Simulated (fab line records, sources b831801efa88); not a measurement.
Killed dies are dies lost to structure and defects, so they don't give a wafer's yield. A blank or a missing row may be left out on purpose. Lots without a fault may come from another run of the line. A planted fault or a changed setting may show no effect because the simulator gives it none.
Split-lot experiment | flow sky130 | 5 lots, 23 wafers read, on a route of 708 steps

THE SPLIT
At SKY_LI_CONTACT_EXPOSE_09 (exposes mask LICM1, target cd 170 nm), the setting dose_mj was moved away from the recipe's 38 on 7 of the 23 wafers read, by -3.6% to +5.5%. The other wafers ran this setting at the recipe's value.

FROM THE SPLIT TO THE READING: what the file shows between them, 2 steps
- SKY_LI_CONTACT_PEB_10
- SKY_LI_CONTACT_DEVELOP_11: develop time 60 s

THE READING
cd_nm, in nm, at SKY_LI_CONTACT_CD_MEAS_12 (target cd 170 nm). Fault-free wafers of this fab line usually give 170.5 nm, standard deviation 1.6 nm.

wafer  | tool, chamber at the split | dose_mj as run | against the recipe | cd_nm, nm | against lot-mates on the recipe
L077.1 | krf_scanner-02, 0          | 38             | recipe             | 170.4     | -
L077.4 | krf_scanner-02, 0          | 38             | recipe             | 169.9     | -
L077.6 | krf_scanner-02, 0          | 38             | recipe             | 169.1     | -
L078.1 | krf_scanner-01, 0          | 37.25          | -2.0%              | 168.2     | -2.8
L078.2 | krf_scanner-01, 0          | 38             | recipe             | 169.9     | -
L078.4 | krf_scanner-01, 0          | 37.25          | -2.0%              | 166.4     | -4.6
L078.5 | krf_scanner-01, 0          | 38             | recipe             | 171.8     | -
L078.6 | krf_scanner-01, 0          | 38             | recipe             | 171.2     | -
L081.1 | krf_scanner-02, 0          | 38             | recipe             | 174.3     | -
L081.2 | krf_scanner-02, 0          | 38             | recipe             | 174.4     | -
L081.3 | krf_scanner-02, 0          | 38             | recipe             | 174.3     | -
L081.4 | krf_scanner-02, 0          | 38             | recipe             | 173.1     | -
L081.5 | krf_scanner-02, 0          | 38             | recipe             | 173.5     | -
L083.1 | krf_scanner-01, 0          | 38             | recipe             | 169.3     | -
L083.3 | krf_scanner-01, 0          | 40.08          | +5.5%              | 181.0     | +10.6
L083.4 | krf_scanner-01, 0          | 40.08          | +5.5%              | 180.0     | +9.6
L083.5 | krf_scanner-01, 0          | 38             | recipe             | 171.4     | -
L083.6 | krf_scanner-01, 0          | 40.08          | +5.5%              | 182.5     | +12.1
L082.2 | krf_scanner-02, 0          | 38             | recipe             | 170.6     | -
L082.3 | krf_scanner-02, 0          | 36.65          | -3.6%              | 164.5     | -6.1
L082.4 | krf_scanner-02, 0          | 36.65          | -3.6%              | 164.6     | -6.0
L082.5 | krf_scanner-02, 0          | 38             | recipe             | 170.3     | -
L082.6 | krf_scanner-02, 0          | 38             | recipe             | 170.8     | -

THE FIT
A straight line over all 23 wafers: cd_nm changes by +1.83 nm for each +1% of dose_mj; r = +0.94; the points scatter about the line by 1.6 nm.
The same after taking each lot's own level away (the mean of its wafers on the recipe; 23 wafers): +1.91 nm for each +1%; r = +0.99; scatter 0.77 nm.
On that fit, the largest move of dose_mj shifts the reading by 10 nm.
The lots' own levels span 169.80 to 173.92 nm, that is 2.6 times the standard deviation above.
So the lot-to-lot level changes the slope little: the two slopes agree.
Check: with one of the wafers moved furthest among these (+5.5%) left out of the fit, the line predicts +10.5 nm for it against its lot-mates. It came out at +10.6 nm against them.

OTHER SPLITS ON THESE WAFERS
These wafers also went through other splits before the reading. Each is held against what the fit with the lots' levels taken away leaves over:
other split on the same wafers           | wafers away from the commonest value | r with cd_nm (lot level and that fit taken away)
SKY_SD_P_COAT_02 spin_rpm                | 9                                    | +0.31
SKY_RES_XHIGH_COAT_02 spin_rpm           | 9                                    | +0.15
SKY_RES_XHIGH_IMPLANT_07 energy_kev      | 5                                    | -0.25
SKY_SD_N_IMPLANT_09 energy_kev           | 11                                   | +0.05
SKY_LI_CONTACT_CMP_02 leave_above_ref_nm | 5                                    | +0.11

THE WHOLE CHAIN: every reading that the file lists as answering this split, in the file's order
step                      | what it does                                                         | reading                                                           | change (the file's fit)              | r (the file's)
SKY_LI_CONTACT_CD_MEAS_12 | target cd 170 nm                                                     | cd_nm                                                             | +1.88 nm for each +1% of the setting | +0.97
SKY_LI_CONTACT_ETCH_14    | etches BARC in N2/H2, stops on SiO2, time 45.9 s, target depth 60 nm | LI_CONTACT.cd_nm (the simulator's own value, which no gauge read) | +1.86 nm for each +1% of the setting | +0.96
SKY_LI_CONTACT_ETCH_15    | etches PSG in C4F8/O2/Ar, stops on Si, target depth 600 nm           | LI_CONTACT.cd_nm (the simulator's own value, which no gauge read) | +1.8 nm for each +1% of the setting  | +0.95

THE FILE'S OWN FIT
cd_nm changes by +1.88 nm for each +1% of dose_mj, r = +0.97.
